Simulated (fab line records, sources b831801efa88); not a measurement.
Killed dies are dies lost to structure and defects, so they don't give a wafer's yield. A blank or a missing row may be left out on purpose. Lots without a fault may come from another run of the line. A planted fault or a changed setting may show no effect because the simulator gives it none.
Chamber matching | flow sky130 | SKY_VIA1_CMP_24 on cmp-01: 4 sister chambers
The step polishes, stops on SiO2, t overpolish 15 s, target thk 0 nm. 7 wafers are shown with their chamber, then 8 later ones without.

WAFERS WITH THEIR CHAMBER
wafer  | chamber | motor_current_A (A) | time_to_endpoint_s (s)
L924.5 | 1       | 12.2                | 65
L925.4 | 3       | 9.2                 | 65
L928.4 | 2       | 11.7                | 64
L928.5 | 3       | 9.7                 | 67
L934.3 | 2       | 11.9                | 67
L934.6 | 0       | 10.3                | 74
L941.4 | 0       | 10.1                | 66

WAFERS WITHOUT THEIR CHAMBER
wafer  | motor_current_A (A) | time_to_endpoint_s (s)
L941.5 | 10.2                | 67
L941.6 | 9.6                 | 66
L942.3 | 12.5                | 64
L942.5 | 9.6                 | 60
L942.6 | 10.8                | 68
L945.1 | 10.1                | 66
L945.2 | 11.8                | 59
L945.4 | 12.5                | 66

WHICH CHAMBER EACH WENT THROUGH
wafer  | from the rows above     | in truth
L941.5 | 0                       | 0
L941.6 | 3                       | 3
L942.3 | can't be placed: 1 or 2 | 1
L942.5 | can't be placed: 3 or 0 | 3
L942.6 | can't be placed: 0 or 2 | 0
L945.1 | can't be placed: 0 or 3 | 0
L945.2 | can't be placed: 2 or 1 | 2
L945.4 | can't be placed: 1 or 2 | 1
Placed correctly: 2 of 8. Can't be placed from these rows: 6 (the true chamber is among the candidates in 6). Placed wrongly: 0.
How it was worked out, from the rows above alone: a wafer's distance from a chamber is the root of the sum, over the readings, of the square of ((its reading less the chamber's mean) divided by the reading's scatter). The wafer belongs to the nearest chamber; if the next one is less than 2 further off, it can't be placed. A chamber's mean is the mean of its shown wafers. The scatter: the root of (the sum of the squares of (reading less its chamber's mean) over the shown wafers, divided by (wafers less chambers)).
